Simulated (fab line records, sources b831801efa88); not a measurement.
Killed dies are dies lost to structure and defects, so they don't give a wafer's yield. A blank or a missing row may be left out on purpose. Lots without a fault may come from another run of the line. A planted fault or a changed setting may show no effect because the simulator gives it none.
Which tool did it? | flow gf180mcu | 24 lots, 72 wafers sampled, at 1 step of a route of 602

WHAT THE GAUGES READ, wafer by wafer
GF_HV_LDD_CD_MEAS_19: target cd 400 nm.
lot  | measured     | on        | cd_nm (nm)
L074 | day 10 18:19 | cd_sem-01 | 399.6 401.2 401.0
L075 | day 11 01:44 | cd_sem-02 | 400.4 399.1 399.9
L076 | day 11 11:13 | cd_sem-01 | 399.2 398.0 399.6
L077 | day 11 21:38 | cd_sem-01 | 396.9 398.2 399.3
L078 | day 12 06:08 | cd_sem-01 | 401.7 399.6 397.8
L079 | day 12 12:02 | cd_sem-02 | 396.1 395.5 397.2
L080 | day 12 23:25 | cd_sem-01 | 398.6 399.5 400.8
L081 | day 13 01:14 | cd_sem-01 | 397.4 396.6 398.9
L082 | day 13 10:55 | cd_sem-01 | 399.7 398.7 398.5
L083 | day 13 17:53 | cd_sem-02 | 399.9 397.8 402.0
L084 | day 14 01:56 | cd_sem-02 | 396.6 397.2 397.2
L085 | day 14 08:06 | cd_sem-01 | 397.1 398.3 400.9
L086 | day 14 19:05 | cd_sem-01 | 400.5 400.5 400.6
L087 | day 14 23:19 | cd_sem-02 | 402.5 399.3 404.0
L088 | day 15 06:28 | cd_sem-01 | 398.3 398.3 396.6
L089 | day 15 16:16 | cd_sem-01 | 401.1 401.5 399.6
L090 | day 15 22:28 | cd_sem-02 | 399.0 399.5 401.2
L091 | day 16 07:17 | cd_sem-02 | 399.3 397.9 398.1
L092 | day 16 16:13 | cd_sem-01 | 396.9 395.6 395.3
L093 | day 16 23:35 | cd_sem-01 | 397.1 397.8 396.9
L094 | day 17 05:47 | cd_sem-02 | 399.7 399.3 398.4
L095 | day 17 16:05 | cd_sem-01 | 399.1 401.9 401.8
L096 | day 17 22:13 | cd_sem-02 | 397.8 396.9 398.5
L097 | day 18 06:52 | cd_sem-02 | 399.3 400.0 400.0

WHICH TOOL RAN EACH LOT (tool, then ch and the chambers of the sampled wafers, then the start)
The record holds no process step before these readings.

WHAT THE TOOLS THEMSELVES READ (means of the sampled wafers that have a number; where no wafer has one, the mark that the record gives instead)
The record holds no such reading with a usual standard deviation.

THE ANSWER, worked out from the rows above alone
Rule: what is usual is taken from the lots themselves. Put in order of their means at a reading, lots are off if they are a third of the lots or fewer, leave a main group of 4 or more, and stand apart from it by a gap of 3 or more times the standard deviation of the main group's means; of several such gaps the widest counts. A main group whose means are all the same, to the digits that the tables above print for the reading, isn't used. A lot without any number at a reading at which 4 lots or more have one is off too. The other lots that the step has rows for count as sound. The gauges are gone through in route order, then the tools' own readings, and for those a lot's mean is taken as printed above. The first step at which some lot is off is used, and at that step the reading that is off furthest; a lot without a number counts as furthest.
No lot is off at any reading shown: from this, nothing can be told.

WHAT THE SIMULATOR HAD PUT IN
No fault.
